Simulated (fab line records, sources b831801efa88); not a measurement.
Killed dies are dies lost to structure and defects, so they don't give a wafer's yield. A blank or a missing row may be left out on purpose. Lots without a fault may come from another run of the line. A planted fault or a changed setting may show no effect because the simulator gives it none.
Which tool did it? | flow sky130 | 24 lots, 72 wafers sampled, at 2 steps of a route of 708

WHAT THE GAUGES READ, wafer by wafer
SKY_VIA2_THK_MEAS_23: measures by xrf.
lot  | measured     | on            | VIA2_W_THK (nm)
L074 | day 36 07:48 | film_metro-02 | 421 428 423
L075 | day 36 10:26 | film_metro-03 | 419 417 421
L076 | day 36 15:44 | film_metro-01 | 433 431 426
L077 | day 37 09:17 | film_metro-02 | 427 428 434
L078 | day 37 09:55 | film_metro-01 | 411 422 409
L079 | day 38 01:07 | film_metro-02 | 424 417 417
L080 | day 38 13:43 | film_metro-01 | 426 421 429
L081 | day 38 16:01 | film_metro-02 | 420 419 420
L082 | day 39 00:25 | film_metro-02 | 430 425 435
L083 | day 39 11:44 | film_metro-01 | 429 430 429
L084 | day 39 12:13 | film_metro-03 | 423 425 425
L085 | day 39 21:22 | film_metro-03 | 425 421 418
L086 | day 39 23:21 | film_metro-02 | 430 422 436
L087 | day 40 14:53 | film_metro-03 | 412 412 413
L088 | day 40 18:13 | film_metro-02 | 423 424 419
L089 | day 41 09:22 | film_metro-01 | 427 425 426
L090 | day 41 14:52 | film_metro-02 | 422 430 419
L091 | day 41 18:47 | film_metro-02 | 424 425 423
L092 | day 41 21:34 | film_metro-01 | 430 432 430
L093 | day 42 05:49 | film_metro-03 | 421 424 417
L095 | day 42 09:13 | film_metro-01 | 424 421 424
L094 | day 42 15:25 | film_metro-01 | 428 430 428
L096 | day 42 19:42 | film_metro-02 | 416 425 425
L097 | day 43 12:53 | film_metro-03 | 422 417 421

WHICH TOOL RAN EACH LOT (tool, then ch and the chambers of the sampled wafers, then the start)
lot  | SKY_VIA2_ETCH_15
L074 | rie_diel-01 ch 0,1,3, day 36 06:48
L075 | rie_diel-02 ch 0,1, day 36 09:26
L076 | rie_diel-04 ch 1,2, day 36 14:38
L077 | rie_diel-02 ch 2,3, day 37 08:17
L078 | rie_diel-01 ch 0,1,3, day 37 08:56
L079 | rie_diel-01 ch 0,1,3, day 38 00:09
L080 | rie_diel-04 ch 0,2,3, day 38 12:44
L081 | rie_diel-01 ch 0,1, day 38 14:59
L082 | rie_diel-02 ch 1,2,3, day 38 23:26
L083 | rie_diel-02 ch 0,3, day 39 10:45
L084 | rie_diel-01 ch 0,2, day 39 11:14
L085 | rie_diel-04 ch 0,2,3, day 39 20:20
L086 | rie_diel-04 ch 1,2,3, day 39 22:20
L087 | rie_diel-01 ch 0,1,3, day 40 13:29
L088 | rie_diel-04 ch 1,2,3, day 40 17:11
L089 | rie_diel-04 ch 0,1,2, day 41 08:17
L090 | rie_diel-01 ch 0,1,3, day 41 13:36
L091 | rie_diel-04 ch 0,1,2, day 41 17:18
L092 | rie_diel-04 ch 0,3, day 41 20:35
L093 | rie_diel-04 ch 0,2,3, day 42 04:51
L095 | rie_diel-01 ch 0,1,3, day 42 08:12
L094 | rie_diel-02 ch 1,2,3, day 42 14:26
L096 | rie_diel-01 ch 0,1,3, day 42 18:42
L097 | rie_diel-02 ch 0,2,3, day 43 11:51
- SKY_VIA2_ETCH_15: etches SiO2 in C4F8/O2/Ar, stops on TiN, target depth 546 nm, time 85.76 s.

WHAT THE TOOLS THEMSELVES READ (means of the sampled wafers that have a number; where no wafer has one, the mark that the record gives instead)
SKY_VIA2_ETCH_15.
lot  | tool        | oes_product_au (a.u.)
L074 | rie_diel-01 | 0.939
L075 | rie_diel-02 | 0.938
L076 | rie_diel-04 | 0.940
L077 | rie_diel-02 | 0.936
L078 | rie_diel-01 | 0.941
L079 | rie_diel-01 | 0.934
L080 | rie_diel-04 | 0.934
L081 | rie_diel-01 | 0.940
L082 | rie_diel-02 | 0.937
L083 | rie_diel-02 | 0.935
L084 | rie_diel-01 | 0.940
L085 | rie_diel-04 | 0.936
L086 | rie_diel-04 | 0.938
L087 | rie_diel-01 | 0.937
L088 | rie_diel-04 | 0.944
L089 | rie_diel-04 | 0.936
L090 | rie_diel-01 | 0.940
L091 | rie_diel-04 | 0.933
L092 | rie_diel-04 | 0.932
L093 | rie_diel-04 | 0.945
L095 | rie_diel-01 | 0.933
L094 | rie_diel-02 | 0.937
L096 | rie_diel-01 | 0.935
L097 | rie_diel-02 | 0.935

THE ANSWER, worked out from the rows above alone
Rule: what is usual is taken from the lots themselves. Put in order of their means at a reading, lots are off if they are a third of the lots or fewer, leave a main group of 4 or more, and stand apart from it by a gap of 3 or more times the standard deviation of the main group's means; of several such gaps the widest counts. A main group whose means are all the same, to the digits that the tables above print for the reading, isn't used. A lot without any number at a reading at which 4 lots or more have one is off too. The other lots that the step has rows for count as sound. The gauges are gone through in route order, then the tools' own readings, and for those a lot's mean is taken as printed above. The first step at which some lot is off is used, and at that step the reading that is off furthest; a lot without a number counts as furthest.
No lot is off at any reading shown: from this, nothing can be told.

WHAT THE SIMULATOR HAD PUT IN
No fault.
